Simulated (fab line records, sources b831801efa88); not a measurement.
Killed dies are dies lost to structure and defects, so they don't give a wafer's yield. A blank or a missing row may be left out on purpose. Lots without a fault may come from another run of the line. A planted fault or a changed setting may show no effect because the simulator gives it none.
Chamber matching | flow gf180mcu | GF_V4_CMP_26 on cmp-02: 4 sister chambers
The step polishes, stops on SiO2, t overpolish 15 s, target thk 0 nm. 8 wafers are shown with their chamber, then 7 later ones without.

WAFERS WITH THEIR CHAMBER
wafer  | chamber | motor_current_A (A) | retaining_ring_pressure_frac
L461.5 | 2       | 10.5                | 1.000
L461.6 | 3       | 10.5                | 1.000
L463.2 | 2       | 10.6                | 0.997
L464.3 | 1       | 12.5                | 1.001
L464.4 | 0       | 10.9                | 0.991
L464.6 | 3       | 10.1                | 0.999
L465.2 | 1       | 11.8                | 1.006
L465.3 | 0       | 11.0                | 1.001

WAFERS WITHOUT THEIR CHAMBER
wafer  | motor_current_A (A) | retaining_ring_pressure_frac
L465.4 | 10.8                | 1.002
L466.2 | 12.1                | 1.001
L466.4 | 10.3                | 1.001
L466.5 | 13.1                | 1.004
L477.1 | 10.7                | 1.003
L477.2 | 12.5                | 1.002
L477.6 | 10.4                | 0.998

WHICH CHAMBER EACH WENT THROUGH
wafer  | from the rows above          | in truth
L465.4 | can't be placed: 2 or 0 or 3 | 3
L466.2 | 1                            | 1
L466.4 | can't be placed: 3 or 2      | 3
L466.5 | 1                            | 1
L477.1 | can't be placed: 2 or 3 or 0 | 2
L477.2 | 1                            | 1
L477.6 | can't be placed: 3 or 2 or 0 | 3
Placed correctly: 3 of 7. Can't be placed from these rows: 4 (the true chamber is among the candidates in 4). Placed wrongly: 0.
How it was worked out, from the rows above alone: a wafer's distance from a chamber is the root of the sum, over the readings, of the square of ((its reading less the chamber's mean) divided by the reading's scatter). The wafer belongs to the nearest chamber; if the next one is less than 2 further off, it can't be placed. A chamber's mean is the mean of its shown wafers. The scatter: the root of (the sum of the squares of (reading less its chamber's mean) over the shown wafers, divided by (wafers less chambers)).
